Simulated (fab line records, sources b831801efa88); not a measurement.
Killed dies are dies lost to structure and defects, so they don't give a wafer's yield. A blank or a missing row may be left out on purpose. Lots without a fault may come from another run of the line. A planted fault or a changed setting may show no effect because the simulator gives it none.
Which tool did it? | flow gf180mcu | 13 lots, 39 wafers sampled, at 3 steps of a route of 602

WHAT THE GAUGES READ, wafer by wafer
GF_V5_CD_MEAS_14: target cd 260 nm. Usual: cd_nm 260.0 nm, standard deviation 1.
lot  | measured     | on        | cd_nm (nm)        | flag
L121 | day 27 04:13 | cd_sem-02 | 258.6 258.8 261.0 |
L122 | day 27 20:28 | cd_sem-02 | 259.9 259.7 260.1 |
L124 | day 28 08:24 | cd_sem-02 | 257.6 257.7 257.5 |
L123 | day 28 08:45 | cd_sem-02 | 259.1 260.6 260.2 |
L126 | day 29 03:14 | cd_sem-02 | 260.9 260.3 260.9 |
L128 | day 29 16:00 | cd_sem-01 | 260.0 260.1 260.4 |
L129 | day 30 04:14 | cd_sem-02 | 261.2 260.5 261.8 |
L134 | day 31 10:36 | cd_sem-02 | 260.6 260.3 261.3 |
L141 | day 32 14:00 | cd_sem-02 | 257.8 259.5 258.4 |
L140 | day 32 18:37 | cd_sem-01 | 258.6 257.9 256.6 |
L142 | day 32 21:19 | cd_sem-01 | 260.5 258.4 261.0 |
L143 | day 33 05:22 | cd_sem-01 | 259.6 259.3 259.4 |
L144 | day 33 05:44 | cd_sem-01 | 258.6 258.3 258.7 |

WHICH TOOL RAN EACH LOT (tool, then ch and the chambers of the sampled wafers, then the start)
lot  | GF_MIM_SPUTTER_01            | GF_V5_SOFTBAKE_10
L121 | pvd_sputter-02, day 24 11:40 | litho_track-01 ch 0, day 26 18:00
L122 | pvd_sputter-04, day 25 05:17 | litho_track-02 ch 0, day 27 10:00
L124 | pvd_sputter-02, day 25 17:23 | litho_track-02 ch 0, day 27 22:00
L123 | pvd_sputter-04, day 25 19:59 | litho_track-03 ch 0, day 27 22:00
L126 | pvd_sputter-04, day 26 14:00 | litho_track-01 ch 0, day 28 17:00
L128 | pvd_sputter-02, day 27 02:57 | litho_track-02 ch 0, day 29 06:00
L129 | pvd_sputter-04, day 27 17:16 | litho_track-01 ch 0, day 29 18:00
L134 | pvd_sputter-02, day 29 00:13 | litho_track-03 ch 0, day 31 01:00
L141 | pvd_sputter-01, day 30 08:23 | litho_track-02 ch 0, day 32 05:00
L140 | pvd_sputter-01, day 30 13:00 | litho_track-02 ch 0, day 32 10:00
L142 | pvd_sputter-01, day 30 14:40 | litho_track-03 ch 0, day 32 12:00
L143 | pvd_sputter-04, day 30 22:47 | litho_track-03 ch 0, day 32 20:00
L144 | pvd_sputter-04, day 31 00:57 | litho_track-03 ch 0, day 32 21:00
- GF_MIM_SPUTTER_01: material TiN, target thk 30 nm, time 25 s.
- GF_V5_SOFTBAKE_10: time 60 s.

WHAT THE TOOLS THEMSELVES READ (means of the sampled wafers that have a number; where no wafer has one, the mark that the record gives instead)
GF_MIM_SPUTTER_01. Usual: throttle_valve_pct 29.8 %, standard deviation 1.4.
lot  | tool           | throttle_valve_pct (%) | flag
L121 | pvd_sputter-02 | 29.9                   |
L122 | pvd_sputter-04 | 28.1                   |
L124 | pvd_sputter-02 | 30.0                   |
L123 | pvd_sputter-04 | 29.4                   |
L126 | pvd_sputter-04 | 31.2                   |
L128 | pvd_sputter-02 | 30.1                   |
L129 | pvd_sputter-04 | 28.9                   |
L134 | pvd_sputter-02 | 30.1                   |
L141 | pvd_sputter-01 | 29.8                   |
L140 | pvd_sputter-01 | 28.8                   |
L142 | pvd_sputter-01 | 30.6                   |
L143 | pvd_sputter-04 | 31.4                   |
L144 | pvd_sputter-04 | 28.8                   |

GF_V5_SOFTBAKE_10. Usual: heater_power_total_W 93.05 W, standard deviation 0.056; plate_temp_C 129.99 C, standard deviation 0.13; run_length_s 89.06 s, standard deviation 0.12.
lot  | tool           | heater_power_total_W (W) | plate_temp_C (C) | run_length_s (s) | flag
L121 | litho_track-01 | 93.09                    | 130.17           | 88.93            |
L122 | litho_track-02 | 92.98                    | 129.91           | 89.06            |
L124 | litho_track-02 | 93.03                    | 129.99           | 89.06            |
L123 | litho_track-03 | 93.01                    | 129.95           | 89.09            |
L126 | litho_track-01 | 93.06                    | 130.03           | 89.06            |
L128 | litho_track-02 | 93.04                    | 129.99           | 89.13            |
L129 | litho_track-01 | 93.02                    | 130.09           | 88.97            |
L134 | litho_track-03 | 93.00                    | 129.96           | 89.12            |
L141 | litho_track-02 | 96.80                    | -                | 82.57            | OFF
L140 | litho_track-02 | 96.70                    | -                | 82.46            | OFF
L142 | litho_track-03 | 93.07                    | 129.91           | 89.18            |
L143 | litho_track-03 | 93.10                    | 129.98           | 89.16            |
L144 | litho_track-03 | 93.05                    | 129.92           | 89.09            |

THE ANSWER, worked out from the rows above alone
Rule: a lot is off if the mean of its wafers that have a number lies more than 3 standard deviations from the usual mean. A lot without any number at a reading at which 4 lots or more have one is off too. The other lots that the step has rows for count as sound. The gauges are gone through in route order, then the tools' own readings, and for those a lot's mean is taken as printed above. The first step at which some lot is off is used, and at that step the reading that is off furthest; a lot without a number counts as furthest.
Off: L141, L140, at GF_V5_SOFTBAKE_10 (plate_temp_C). Without a number there: L141, L140.
A tool fits if, at that step or a process step before it, it ran every lot that is off, and no sound lot after the first of them. One fits: litho_track-02 at GF_V5_SOFTBAKE_10. Its last sound lot is L128 (day 29 06:00), its first lot that is off L141 (day 32 05:00): a fault that began between those two fits.
The tool's own readings at GF_V5_SOFTBAKE_10 bear it out: on the lots that are off they differ by more than 5 times the standard deviation of the sound lots' means. heater_power_total_W reads 96.75 W there against 93.04 W on the sound lots; run_length_s reads 82.51 s there against 89.08 s on the sound lots.
Blank at GF_V5_SOFTBAKE_10 on the lots that are off, where sound lots have numbers: plate_temp_C.

WHAT THE SIMULATOR HAD PUT IN
Process parameter drift: litho_track-02, from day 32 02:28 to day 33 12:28, at GF_V5_SOFTBAKE_10. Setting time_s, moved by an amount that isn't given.
Lots struck among those shown: L141, L140. The rule above found the same.
